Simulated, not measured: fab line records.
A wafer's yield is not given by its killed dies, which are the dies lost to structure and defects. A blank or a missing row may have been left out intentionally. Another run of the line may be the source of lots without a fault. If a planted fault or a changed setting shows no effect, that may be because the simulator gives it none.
fab line records	flow sky130
record lots=5	wafers=15	lastDay=51
route steps=708 shown PASSIVATION@686 PAD_OPEN@694
lots that met no fault: taken from a fault-free run of the same line
startH: hours from the record's first day to the start of the lot's first wafer shown	waitH: hours elapsed since this lot's preceding step	" repeats the value in the row above	L1.1+2: one row covering several wafers at once	- value missing, or start not given	* or withheld: withheld	< > ~ a bound
route shown NAME@n: a module of which the file shows steps, and the number in the route of the first	usual: mean/standard deviation taken from wafers without a fault	same: alike in all rows	chamber/n: place in a boat	sites: per-site readings	_std_site: standard deviation across them	_edge_site: mean of outer sites minus mean of inner sites	radiusMm: for every site, how far away it sits from the centre of the wafer	mask NAME#n: copy n	behind: the last tool/chamber to shape the wafer	hold: reason for holding the lot/hours on hold/outcome of the hold	device: which transistor (n, p or np) failed to switch	end of line: at the end of the route, the tests of the same wafers	for a step that has no rows: nothing shown but its recipe	killed: count of dies lost to structure and defects at first sort (not the wafer's yield)	map: shows each die of a wafer: x if killed, . if not, _ if none is there
set.NAME: the run value of the setting; set.NAME@STEP: its run value at that earlier step	model.NAME: the simulator's own value behind a step, which no gauge read
lots at some steps of the route; a table a step, a row a wafer
services: a tool's chamber out of use, with start hour (startH, from the record's first day; less than 0 if before it), hours out, and reason
## steps
# step SKY_PASSIVATION_HMDS_05
# recipe primeTimeS=60	primeTempC=120
# usual chillPlateTempC=23.02/0.11
lot.wafer	tool	chamber	startH	waitH	chillPlateTempC
L078.1	lithoTrack-01	0	1062.73	0.1	23.11
L078.2	"	0	"	"	23.22
L078.3	"	0	"	"	23.22
L076.1	lithoTrack-04	0	1065.38	0.1	23.04
L076.3	"	0	"	"	23.02
L076.4	"	0	"	"	22.92
L089.2	lithoTrack-02	0	1180.61	0.1	23.06
L089.3	"	0	"	"	22.96
L089.6	"	0	"	"	22.93
L087.1	lithoTrack-02	0	1181.24	0.1	23.03
L087.3	"	0	"	"	22.93
L087.4	"	0	"	"	22.93
L095.3	lithoTrack-01	0	1182.68	0.1	23.06
L095.4	"	0	"	"	22.89
L095.6	"	0	"	"	22.82
# step SKY_PASSIVATION_COAT_06
# recipe spinRpm=2000	resistThkNm=3000
# usual chillPlateTempC=22.99/0.1
lot.wafer	tool	chamber	startH	waitH	chillPlateTempC
L078.1	lithoTrack-01	0	1062.88	0.1	23.06
L078.2	"	0	"	"	22.95
L078.3	"	0	"	"	22.98
L076.1	lithoTrack-04	0	1065.53	0.1	23.11
L076.3	"	0	"	"	23.03
L076.4	"	0	"	"	23.10
L089.2	lithoTrack-02	0	1180.76	0.1	22.88
L089.3	"	0	"	"	22.79
L089.6	"	0	"	"	22.80
L087.1	lithoTrack-02	0	1181.39	0.1	23.09
L087.3	"	0	"	"	22.93
L087.4	"	0	"	"	23.09
L095.3	lithoTrack-01	0	1182.83	0.1	22.84
L095.4	"	0	"	"	23.09
L095.6	"	0	"	"	23.04
# step SKY_PASSIVATION_SOFTBAKE_07
# recipe tempC=110	timeS=withheld
# usual chillPlateTempC=23.00/0.094
lot.wafer	tool	chamber	startH	waitH	chillPlateTempC
L078.1	lithoTrack-01	0	1063.03	0.1	23.09
L078.2	"	0	"	"	23.05
L078.3	"	0	"	"	23.00
L076.1	lithoTrack-04	0	1065.68	0.1	23.06
L076.3	"	0	"	"	23.10
L076.4	"	0	"	"	22.88
L089.2	lithoTrack-02	0	1180.92	0.1	22.94
L089.3	"	0	"	"	22.95
L089.6	"	0	"	"	23.07
L087.1	lithoTrack-02	0	1181.54	0.1	23.10
L087.3	"	0	"	"	23.05
L087.4	"	0	"	"	23.00
L095.3	lithoTrack-01	0	1183.00	0.1	23.04
L095.4	"	0	"	"	22.96
L095.6	"	0	"	"	23.02
# step SKY_PASSIVATION_EXPOSE_08
# recipe maskId=NSM	targetCdNm=3000	na=0.57	doseMj=260
lot.wafer	tool	chamber	startH	waitH	mask
L078.1+2+3	ilineStepper-01	0	-	-	NSM#0
L076.1+3+4	ilineStepper-02	0	-	-	NSM#0
L089.2+3+6	ilineStepper-01	0	-	-	NSM#0
L087.1+3+4	ilineStepper-02	0	-	-	NSM#0
L095.3+4+6	ilineStepper-01	0	-	-	NSM#0
# step SKY_PASSIVATION_PEB_09
# recipe tempC=115	timeS=withheld
# usual chillPlateTempC=23.01/0.11
lot.wafer	tool	chamber	startH	waitH	chillPlateTempC
L078.1	lithoTrack-04	0	-	-	22.93
L078.2	"	0	"	"	22.93
L078.3	"	0	"	"	22.75
L076.1	lithoTrack-04	0	-	-	23.11
L076.3	"	0	"	"	22.98
L076.4	"	0	"	"	22.87
L089.2	lithoTrack-01	0	-	-	22.92
L089.3	"	0	"	"	22.83
L089.6	"	0	"	"	22.89
L087.1	lithoTrack-02	0	-	-	22.90
L087.3	"	0	"	"	22.96
L087.4	"	0	"	"	22.98
L095.3	lithoTrack-01	0	-	-	23.09
L095.4	"	0	"	"	23.05
L095.6	"	0	"	"	23.04
# step SKY_PASSIVATION_DEVELOP_10
# recipe developTimeS=60	devTempC=23
# usual chillPlateTempC=23.03/0.11
lot.wafer	tool	chamber	startH	waitH	chillPlateTempC
L078.1	lithoTrack-04	0	-	-	23.04
L078.2	"	0	"	"	23.07
L078.3	"	0	"	"	23.02
L076.1	lithoTrack-04	0	-	-	23.03
L076.3	"	0	"	"	23.19
L076.4	"	0	"	"	22.87
L089.2	lithoTrack-01	0	-	-	22.88
L089.3	"	0	"	"	23.09
L089.6	"	0	"	"	22.91
L087.1	lithoTrack-02	0	-	-	22.94
L087.3	"	0	"	"	22.96
L087.4	"	0	"	"	23.12
L095.3	lithoTrack-01	0	-	-	23.11
L095.4	"	0	"	"	23.02
L095.6	"	0	"	"	23.00
# step SKY_PASSIVATION_ETCH_11
# recipe chemistry=CF4/O2	targetDepthNm=725	stopOn=AlCu	sourceW=800	biasW=150	pressureMtorr=150	cf4FlowSccm=80	O2_flow_sccm=10	timeS=161.1
# usual drypumpMotorCurrentA=5.8/0.39	oesProductAu=0.978/0.0069	throttleValvePct=5.964/0.0091
lot.wafer	tool	chamber	startH	waitH	drypumpMotorCurrentA	oesProductAu	rfHoursCounterH	throttleValvePct
L078.1	rieDiel-04	0	1076.03	-	5.5	0.977	19	5.963
L078.2	"	1	"	"	5.7	0.979	16	5.970
L078.3	"	3	"	"	6.0	0.979	20	5.950
L076.1	rieDiel-02	0	1077.08	-	6.5	0.972	17	5.961
L076.3	"	3	"	"	5.6	0.965	9	5.954
L076.4	"	1	"	"	5.6	0.988	19	5.970
L089.2	rieDiel-01	1	1189.43	-	5.6	0.983	3	5.951
L089.3	"	2	"	"	6.4	0.985	14	5.966
L089.6	"	1	"	"	5.7	0.993	-	5.959
L087.1	rieDiel-02	2	1189.49	-	5.2	0.971	26	5.972
L087.3	"	0	"	"	6.5	0.968	22	5.944
L087.4	"	1	"	"	5.6	0.985	24	5.959
L095.3	rieDiel-02	2	1191.58	-	5.2	0.975	26	5.966
L095.4	"	0	"	"	6.5	0.979	22	5.978
L095.6	"	1	"	"	5.6	0.989	-	5.962
# step SKY_PASSIVATION_STRIP_12
# recipe chemistry=O2/N2	powerW=1400	pressureMtorr=1500	platenTempC=withheld	overashFraction=0.7	o2FlowSccm=3000	n2FlowSccm=300
# usual drypumpMotorCurrentA=5.5/0.39	oesProductAu=0.660/0.0042	stripTimeToEndpointS=31.52/0.11
lot.wafer	tool	chamber	startH	waitH	drypumpMotorCurrentA	oesProductAu	rfHoursCounterH	stripTimeToEndpointS
L078.1	plasmaAsher-02	1	1076.14	0.1	5.3	0.656	66	31.50
L078.2	"	0	"	"	5.6	0.663	66	31.38
L078.3	"	1	"	"	5.3	0.657	-	31.39
L076.1	plasmaAsher-03	0	1077.19	0.1	5.9	0.658	1	31.62
L076.3	"	0	"	"	5.9	0.664	-	31.63
L076.4	"	1	"	"	5.5	0.665	-	31.45
L089.2	plasmaAsher-01	0	1189.54	0.1	4.7	0.656	102	31.40
L089.3	"	1	"	"	5.9	0.655	-	31.51
L089.6	"	0	"	"	4.7	0.656	-	31.48
L087.1	plasmaAsher-03	1	1189.59	0.1	5.5	0.666	13	31.52
L087.3	"	1	"	"	5.5	0.665	-	31.62
L087.4	"	0	"	"	5.9	0.659	-	31.33
L095.3	plasmaAsher-03	1	1191.72	0.1	5.4	0.661	-	31.49
L095.4	"	0	"	"	6.0	0.671	-	31.56
L095.6	"	0	"	"	5.9	0.664	-	31.38
# step SKY_PAD_OPEN_DEHYDRATE_00
# recipe tempC=200	timeS=60
# usual chillPlateTempC=23.04/0.12
lot.wafer	tool	chamber	startH	waitH	chillPlateTempC
L078.1	lithoTrack-03	0	1086.34	10.2	23.04
L078.2	"	0	"	"	23.25
L078.3	"	0	"	"	23.17
L076.1	lithoTrack-01	0	1087.53	10.3	23.10
L076.3	"	0	"	"	23.19
L076.4	"	0	"	"	23.05
L089.2	lithoTrack-02	0	1199.16	9.6	23.00
L089.3	"	0	"	"	23.00
L089.6	"	0	"	"	23.09
L087.1	lithoTrack-03	0	1199.24	9.6	23.07
L087.3	"	0	"	"	22.74
L087.4	"	0	"	"	23.15
L095.3	lithoTrack-02	0	1202.19	10.4	23.22
L095.4	"	0	"	"	22.94
L095.6	"	0	"	"	23.05
# step SKY_PAD_OPEN_HMDS_01
# recipe primeTimeS=60	primeTempC=120
# usual chillPlateTempC=22.99/0.11
lot.wafer	tool	chamber	startH	waitH	chillPlateTempC
L078.1	lithoTrack-03	0	1086.49	0.1	22.91
L078.2	"	0	"	"	22.95
L078.3	"	0	"	"	22.90
L076.1	lithoTrack-01	0	1087.68	0.1	22.82
L076.3	"	0	"	"	22.88
L076.4	"	0	"	"	22.82
L089.2	lithoTrack-02	0	1199.31	0.1	22.84
L089.3	"	0	"	"	22.84
L089.6	"	0	"	"	22.76
L087.1	lithoTrack-03	0	1199.39	0.1	22.90
L087.3	"	0	"	"	22.93
L087.4	"	0	"	"	22.82
L095.3	lithoTrack-02	0	1202.34	0.1	23.01
L095.4	"	0	"	"	22.98
L095.6	"	0	"	"	23.02
# step SKY_PAD_OPEN_COAT_02
# recipe spinRpm=2000	resistThkNm=3000
# usual chillPlateTempC=23.00/0.096
lot.wafer	tool	chamber	startH	waitH	chillPlateTempC
L078.1	lithoTrack-03	0	1086.64	0.1	22.95
L078.2	"	0	"	"	23.16
L078.3	"	0	"	"	23.04
L076.1	lithoTrack-01	0	1087.83	0.1	22.92
L076.3	"	0	"	"	23.13
L076.4	"	0	"	"	23.00
L089.2	lithoTrack-02	0	1199.46	0.1	22.96
L089.3	"	0	"	"	23.05
L089.6	"	0	"	"	23.04
L087.1	lithoTrack-03	0	1199.54	0.1	23.19
L087.3	"	0	"	"	22.97
L087.4	"	0	"	"	23.03
L095.3	lithoTrack-02	0	1202.49	0.1	23.04
L095.4	"	0	"	"	22.99
L095.6	"	0	"	"	22.93
# step SKY_PAD_OPEN_SOFTBAKE_03
# recipe tempC=110	timeS=withheld
# usual chillPlateTempC=22.98/0.1
lot.wafer	tool	chamber	startH	waitH	chillPlateTempC
L078.1	lithoTrack-03	0	1086.79	0.1	22.99
L078.2	"	0	"	"	22.87
L078.3	"	0	"	"	22.78
L076.1	lithoTrack-01	0	1087.98	0.1	22.81
L076.3	"	0	"	"	22.91
L076.4	"	0	"	"	22.90
L089.2	lithoTrack-02	0	1199.62	0.1	22.98
L089.3	"	0	"	"	23.08
L089.6	"	0	"	"	22.98
L087.1	lithoTrack-03	0	1199.69	0.1	23.00
L087.3	"	0	"	"	23.06
L087.4	"	0	"	"	23.16
L095.3	lithoTrack-02	0	1202.65	0.1	22.90
L095.4	"	0	"	"	22.90
L095.6	"	0	"	"	22.75
# step SKY_PAD_OPEN_EXPOSE_04
# recipe maskId=PDM	targetCdNm=60000	na=0.57	doseMj=260
lot.wafer	tool	chamber	startH	waitH	mask
L078.1+2+3	ilineStepper-01	0	-	-	PDM#0
L076.1+3+4	ilineStepper-01	0	-	-	PDM#0
L089.2+3+6	ilineStepper-01	0	-	-	PDM#0
L087.1+3+4	ilineStepper-02	0	-	-	PDM#0
L095.3+4+6	ilineStepper-02	0	-	-	PDM#0
# step SKY_PAD_OPEN_PEB_05
# recipe tempC=115	timeS=withheld
# usual chillPlateTempC=23.00/0.11
lot.wafer	tool	chamber	startH	waitH	chillPlateTempC
L078.1	lithoTrack-03	0	-	-	22.95
L078.2	"	0	"	"	23.03
L078.3	"	0	"	"	23.06
L076.1	lithoTrack-03	0	-	-	23.17
L076.3	"	0	"	"	23.14
L076.4	"	0	"	"	23.17
L089.2	lithoTrack-03	0	-	-	22.94
L089.3	"	0	"	"	22.97
L089.6	"	0	"	"	23.04
L087.1	lithoTrack-02	0	-	-	22.85
L087.3	"	0	"	"	22.87
L087.4	"	0	"	"	23.08
L095.3	lithoTrack-03	0	-	-	23.04
L095.4	"	0	"	"	23.14
L095.6	"	0	"	"	23.13
# step SKY_PAD_OPEN_DEVELOP_06
# recipe developTimeS=60	devTempC=23
# usual chillPlateTempC=22.98/0.13
lot.wafer	tool	chamber	startH	waitH	chillPlateTempC
L078.1	lithoTrack-03	0	-	-	23.05
L078.2	"	0	"	"	22.87
L078.3	"	0	"	"	23.01
L076.1	lithoTrack-03	0	-	-	22.68
L076.3	"	0	"	"	22.86
L076.4	"	0	"	"	22.96
L089.2	lithoTrack-03	0	-	-	22.94
L089.3	"	0	"	"	22.99
L089.6	"	0	"	"	22.96
L087.1	lithoTrack-02	0	-	-	22.80
L087.3	"	0	"	"	22.76
L087.4	"	0	"	"	22.89
L095.3	lithoTrack-03	0	-	-	23.25
L095.4	"	0	"	"	23.09
L095.6	"	0	"	"	23.14
# step SKY_PAD_OPEN_ETCH_07
# recipe chemistry=CF4/O2	targetDepthNm=725	stopOn=AlCu	sourceW=800	biasW=150	pressureMtorr=150	cf4FlowSccm=80	O2_flow_sccm=10	timeS=161.1
# usual drypumpMotorCurrentA=5.6/0.44	oesProductAu=0.978/0.0071	throttleValvePct=5.965/0.0096
lot.wafer	tool	chamber	startH	waitH	drypumpMotorCurrentA	oesProductAu	rfHoursCounterH	throttleValvePct
L078.1	rieDiel-02	2	1100.39	-	5.2	0.972	23	5.970
L078.2	"	3	"	"	5.6	0.979	10	5.975
L078.3	"	1	"	"	5.6	0.979	20	5.960
L076.1	rieDiel-02	1	1101.09	-	5.6	0.971	21	5.973
L076.3	"	2	"	"	5.2	0.979	23	5.959
L076.4	"	0	"	"	6.5	0.980	19	5.971
L089.2	rieDiel-04	3	1208.54	-	6.0	0.986	25	5.976
L089.3	"	0	"	"	5.4	0.976	24	5.972
L089.6	"	0	"	"	5.4	0.983	-	5.975
L087.1	rieDiel-03	3	1208.69	-	5.7	0.977	25	5.963
L087.3	"	2	"	"	5.7	0.964	14	5.959
L087.4	"	0	"	"	5.5	0.973	29	5.959
L095.3	rieDiel-03	1	1210.54	-	4.7	0.969	20	5.962
L095.4	"	2	"	"	5.7	0.986	14	5.957
L095.6	"	3	"	"	5.7	0.982	-	5.965
# step SKY_PAD_OPEN_STRIP_08
# recipe chemistry=O2/N2	powerW=1400	pressureMtorr=1500	platenTempC=withheld	overashFraction=0.7	o2FlowSccm=3000	n2FlowSccm=300
# usual drypumpMotorCurrentA=5.5/0.45	oesProductAu=0.663/0.0043	stripTimeToEndpointS=37.10/0.088
lot.wafer	tool	chamber	startH	waitH	drypumpMotorCurrentA	oesProductAu	rfHoursCounterH	stripTimeToEndpointS
L078.1	plasmaAsher-03	1	1100.49	0.1	5.5	0.659	4	37.01
L078.2	"	0	"	"	5.9	0.663	4	37.12
L078.3	"	1	"	"	5.5	0.665	-	37.05
L076.1	plasmaAsher-03	0	1101.19	0.1	5.9	0.665	4	36.99
L076.3	"	0	"	"	5.9	0.663	-	36.94
L076.4	"	1	"	"	5.5	0.665	-	37.01
L089.2	plasmaAsher-01	1	1208.65	0.1	5.9	0.661	103	37.26
L089.3	"	1	"	"	5.9	0.663	-	37.23
L089.6	"	1	"	"	5.9	0.663	-	37.16
L087.1	plasmaAsher-04	0	1208.79	0.1	5.7	0.669	44	37.02
L087.3	"	1	"	"	5.6	0.662	-	37.04
L087.4	"	0	"	"	5.7	0.660	-	37.04
L095.3	plasmaAsher-01	1	1210.68	0.1	5.9	0.667	-	37.19
L095.4	"	0	"	"	4.7	0.664	-	37.31
L095.6	"	1	"	"	5.9	0.657	-	37.20
# step SKY_PAD_OPEN_STRIP_09
# recipe chemistry=postEtchResidueRemover	timeS=1200	tempC=72.5
lot.wafer	tool	chamber	startH	waitH
L078.1+2+3	wetBench-03	0	1100.59	0.1
L076.1+3+4	wetBench-03	2	1101.33	0.1
L089.2+3+6	wetBench-04	3	1208.75	0.1
L087.1+3+4	wetBench-02	1	1208.95	0.1
L095.3+4+6	wetBench-02	1	1210.75	0.0
# step SKY_PAD_OPEN_CLEAN_10
# recipe chemistry=IPA	timeS=180	tempC=25
lot.wafer	tool	chamber	startH	waitH
L078.1+2+3	wetBench-02	3	1101.08	0.1
L076.1+3+4	wetBench-02	0	1101.87	0.1
L089.2+3+6	wetBench-04	2	1209.09	0.0
L087.1+3+4	wetBench-02	0	1209.29	0.0
L095.3+4+6	wetBench-03	2	1211.09	0.0
# step SKY_PAD_OPEN_CLEAN_11
# recipe chemistry=O3/DIW	dry=n2Spin
lot.wafer	tool	chamber	startH	waitH
L078.1+2+3	wetBench-02	0	1101.14	0.0
L076.1+3+4	wetBench-03	3	1102.14	0.2
L089.2+3+6	wetBench-04	1	1209.15	0.0
L087.1+3+4	wetBench-02	3	1209.35	0.0
L095.3+4+6	wetBench-02	3	1211.15	0.0
# step SKY_PAD_OPEN_ANNEAL_12
# recipe tempC=400	timeS=withheld	ambient=N2/H2	idleTempC=300	rampUpCPerMin=8	rampDownCPerMin=4
lot.wafer	tool	chamber	startH	waitH
L078.1+2+3	furnace-02	0	1101.33	0.1
L076.1+3+4	furnace-01	0	1102.25	0.0
L089.2+3+6	furnace-02	0	1209.24	0.0
L087.1+3+4	furnace-01	0	1209.89	0.4
L095.3+4+6	furnace-01	0	1211.39	0.1
# step SKY_PAD_OPEN_BOW_MEAS_13
# recipe mode=bow
# usual PAD_OPEN_BOW=48/8.5
lot.wafer	tool	chamber	startH	waitH	PAD_OPEN_BOW[um]
L078.1	filmMetro-02	-	1102.83	-	49
L078.2	"	-	"	"	61
L078.3	"	-	"	"	46
L076.1	filmMetro-01	-	1103.75	-	67
L076.3	"	-	"	"	54
L076.4	"	-	"	"	66
L089.2	filmMetro-03	-	1210.76	-	44
L089.3	"	-	"	"	52
L089.6	"	-	"	"	60
L087.1	filmMetro-02	-	1211.39	-	42
L087.3	"	-	"	"	41
L087.4	"	-	"	"	39
L095.3	filmMetro-02	-	1212.93	-	36
L095.4	"	-	"	"	37
L095.6	"	-	"	"	41
# step SKY_PAD_OPEN_PROBE_99
# usual defectLimitedYield=82.5/2	killed_at_M0_to_M3=42/7.3	killed_at_M4_up=3.4/2	killedAtContacts=24/5.6	killedAtFrontEnd=16/4.5	killedDies=86/9.8	killedOnRim=17/3.8	killedOpen=46/7	killedShort=40/6.7	sort_bin_3_pad_short=0.9/0.42	sort_bin_5_function=10.3/1.5	sort_bin_6_memory=6.3/1.3	sortNPass=406/9.8	sortYieldPct=82.5/2
# same grossDies=492	killedAtBackSide=0	killedAtOther=0	sort_bin_4_leakage[%]=0	sort_bin_8_speed[%]=0
lot.wafer	tool	chamber	startH	waitH	defectLimitedYield[%]	killed_at_M0_to_M3	killed_at_M4_up	killedAtContacts	killedAtFrontEnd	killedDies	killedOnRim	killedOpen	killedShort	sort_bin_3_pad_short[%]	sort_bin_5_function[%]	sort_bin_6_memory[%]	sortNPass	sortYieldPct[%]
L078.1	prober-01	-	1102.95	0.1	83.1	40	5	24	14	83	19	52	31	1.4	7.9	7.5	409	83.1
L078.2	prober-01	-	1103.00	0.1	87.0	33	2	15	14	64	11	34	30	1.0	7.7	4.3	428	87.0
L078.3	prober-01	-	1103.05	0.2	80.9	49	4	25	16	94	20	61	33	0.2	11.6	7.3	398	80.9
L076.1	prober-02	-	1103.87	0.1	78.3	46	8	31	22	107	16	46	61	2.4	13.2	6.1	385	78.3
L076.3	prober-02	-	1103.97	0.2	86.4	25	3	27	12	67	15	37	30	0.6	8.3	4.7	425	86.4
L076.4	prober-02	-	1104.02	0.2	84.8	34	2	26	13	75	16	44	31	0.2	9.8	5.3	417	84.8
L089.2	prober-01	-	1210.91	0.1	83.1	42	4	21	16	83	16	48	34	1.0	9.3	6.5	409	83.1
L089.3	prober-01	-	1210.96	0.2	83.9	39	2	23	15	79	21	45	34	0.4	9.6	6.1	413	83.9
L089.6	prober-01	-	1211.11	0.2	85.2	36	3	15	19	73	11	41	32	0.6	7.1	7.1	419	85.2
L087.1	prober-02	-	1211.51	0.1	79.9	46	1	27	25	99	16	60	39	0.4	10.2	9.6	393	79.9
L087.3	prober-02	-	1211.61	0.2	80.1	51	2	34	11	98	18	53	45	1.0	10.8	8.1	394	80.1
L087.4	prober-02	-	1211.66	0.2	77.0	55	5	32	21	113	26	73	40	0.8	12.4	9.8	379	77.0
L095.3	prober-01	-	1213.41	0.5	82.9	48	5	21	10	84	17	44	40	1.0	9.6	6.5	408	82.9
L095.4	prober-01	-	1213.46	0.5	85.0	45	0	12	17	74	21	32	42	0.8	10.6	3.7	418	85.0
L095.6	prober-01	-	1213.56	0.6	82.7	44	2	24	15	85	18	40	45	0.6	9.8	6.9	407	82.7
# killed by level:class
L078.1 VIA3:geometricParticle:open=9 LI_CONTACT:geometricParticle:open=8 CONTACT:geometricParticle:open=8 VIA1:geometricParticle:open=8 VIA2:geometricParticle:open=8 POLY_GATE:geometricParticle:open=5 CONTACT:geometricParticle:short=5 METAL1:geometricParticle:short=4
L078.2 VIA1:geometricParticle:open=7 METAL2:geometricParticle:short=6 CONTACT:geometricParticle:open=5 METAL1:geometricParticle:short=5 POLY_GATE:geometricParticle:open=4 LI_CONTACT:geometricParticle:short=4 FIELD_ISO:geometricParticle:open=3 FIELD_ISO:geometricParticle:short=3
L078.3 VIA1:geometricParticle:open=14 VIA2:geometricParticle:open=12 LI_CONTACT:geometricParticle:open=10 CONTACT:geometricParticle:open=8 FIELD_ISO:geometricParticle:short=6 FIELD_ISO:geometricParticle:open=5 VIA3:geometricParticle:open=5 VIA2:geometricParticle:short=5
L076.1 METAL2:geometricParticle:short=14 CONTACT:geometricParticle:open=11 VIA1:geometricParticle:open=8 FIELD_ISO:geometricParticle:short=7 VIA1:geometricParticle:short=7 METAL4:geometricParticle:short=6 CONTACT:geometricParticle:short=5 LI_CONTACT:geometricParticle:open=5
L076.3 CONTACT:geometricParticle:open=12 CONTACT:geometricParticle:short=9 VIA1:geometricParticle:open=8 FIELD_ISO:geometricParticle:short=5 METAL1:geometricParticle:short=5 POLY_GATE:geometricParticle:open=4 LI_CONTACT:geometricParticle:open=4 VIA3:geometricParticle:open=3
L076.4 CONTACT:geometricParticle:open=11 VIA3:geometricParticle:open=10 CONTACT:geometricParticle:short=8 FIELD_ISO:geometricParticle:open=6 VIA1:geometricParticle:open=5 METAL3:geometricParticle:short=4 POLY_GATE:geometricParticle:open=3 LI_CONTACT:geometricParticle:open=3
L089.2 VIA2:geometricParticle:open=14 CONTACT:geometricParticle:open=9 METAL2:geometricParticle:short=8 VIA1:geometricParticle:open=7 POLY_GATE:geometricParticle:open=6 LI_CONTACT:geometricParticle:open=4 CONTACT:geometricParticle:short=4 METAL1:geometricParticle:short=4
L089.3 VIA1:geometricParticle:open=9 FIELD_ISO:geometricParticle:short=7 LI_CONTACT:geometricParticle:open=7 CONTACT:geometricParticle:open=7 VIA3:geometricParticle:open=7 VIA2:geometricParticle:open=6 LOCAL_INTERCONNECT:geometricParticle:short=5 POLY_GATE:geometricParticle:open=4
L089.6 VIA2:geometricParticle:open=10 METAL2:geometricParticle:short=7 CONTACT:geometricParticle:open=7 FIELD_ISO:geometricParticle:open=6 POLY_GATE:geometricParticle:open=4 VIA1:geometricParticle:open=4 VIA1:geometricParticle:short=4 FIELD_ISO:geometricParticle:short=3
L087.1 VIA1:geometricParticle:open=14 CONTACT:geometricParticle:open=13 POLY_GATE:geometricParticle:open=10 FIELD_ISO:geometricParticle:short=7 LI_CONTACT:geometricParticle:open=7 VIA2:geometricParticle:open=7 VIA1:geometricParticle:short=5 POLY_GATE:geometricParticle:short=4
L087.3 VIA2:geometricParticle:open=14 CONTACT:geometricParticle:open=13 CONTACT:geometricParticle:short=11 VIA1:geometricParticle:open=10 LI_CONTACT:geometricParticle:open=6 VIA1:geometricParticle:short=5 METAL2:geometricParticle:short=5 VIA3:geometricParticle:short=4
L087.4 CONTACT:geometricParticle:open=16 VIA1:geometricParticle:open=16 FIELD_ISO:geometricParticle:open=9 VIA2:geometricParticle:open=9 LI_CONTACT:geometricParticle:open=8 METAL1:geometricParticle:short=6 POLY_GATE:geometricParticle:open=5 CONTACT:geometricParticle:short=5
L095.3 CONTACT:geometricParticle:open=11 VIA1:geometricParticle:open=10 VIA2:geometricParticle:open=9 METAL1:geometricParticle:short=7 METAL2:geometricParticle:short=5 VIA3:geometricParticle:open=5 FIELD_ISO:geometricParticle:short=4 LI_CONTACT:geometricParticle:open=4
L095.4 VIA1:geometricParticle:open=9 VIA3:geometricParticle:open=8 METAL1:geometricParticle:short=7 METAL2:geometricParticle:short=7 FIELD_ISO:geometricParticle:open=4 FIELD_ISO:geometricParticle:short=4 SPACER:geometricParticle:short=4 LI_CONTACT:geometricParticle:short=4
L095.6 VIA1:geometricParticle:open=11 CONTACT:geometricParticle:open=10 VIA1:geometricParticle:short=8 METAL1:geometricParticle:short=7 FIELD_ISO:geometricParticle:short=6 LI_CONTACT:geometricParticle:open=5 METAL2:geometricParticle:short=5 LOCAL_INTERCONNECT:geometricParticle:short=4
## services
tool	chamber	startH	hours	kind
rieDiel-02	1	1046.80	2.8	repair
ilineStepper-02	-	1053.66	7.4	repair
plasmaAsher-03	-	1055.27	9.0	pm
rieDiel-04	-	1059.80	1.0	repair
plasmaAsher-01	-	1063.74	2.0	repair
rieDiel-02	1	1068.18	8.5	repair
plasmaAsher-01	-	1076.71	28.1	pm
rieDiel-04	-	1081.89	0.8	repair
wetBench-03	-	1086.06	1.6	repair
furnace-01	-	1087.74	3.9	pm
ilineStepper-01	-	1092.85	13.0	repair
furnace-01	-	1098.89	3.3	pm
rieDiel-04	-	1106.78	0.3	repair
ilineStepper-01	-	1115.28	1.7	pm
ilineStepper-01	-	1137.83	0.8	repair
rieDiel-03	3	1145.73	2.4	repair
rieDiel-03	3	1152.50	8.7	repair
rieDiel-03	1	1163.62	14.7	repair
furnace-02	-	1177.84	1.3	repair
ilineStepper-01	-	1184.69	8.7	repair
furnace-02	-	1187.95	8.3	repair
rieDiel-02	0	1196.08	10.3	repair
rieDiel-02	1	1196.67	4.2	repair
ilineStepper-02	-	1204.75	1.7	pm
## key
fault none
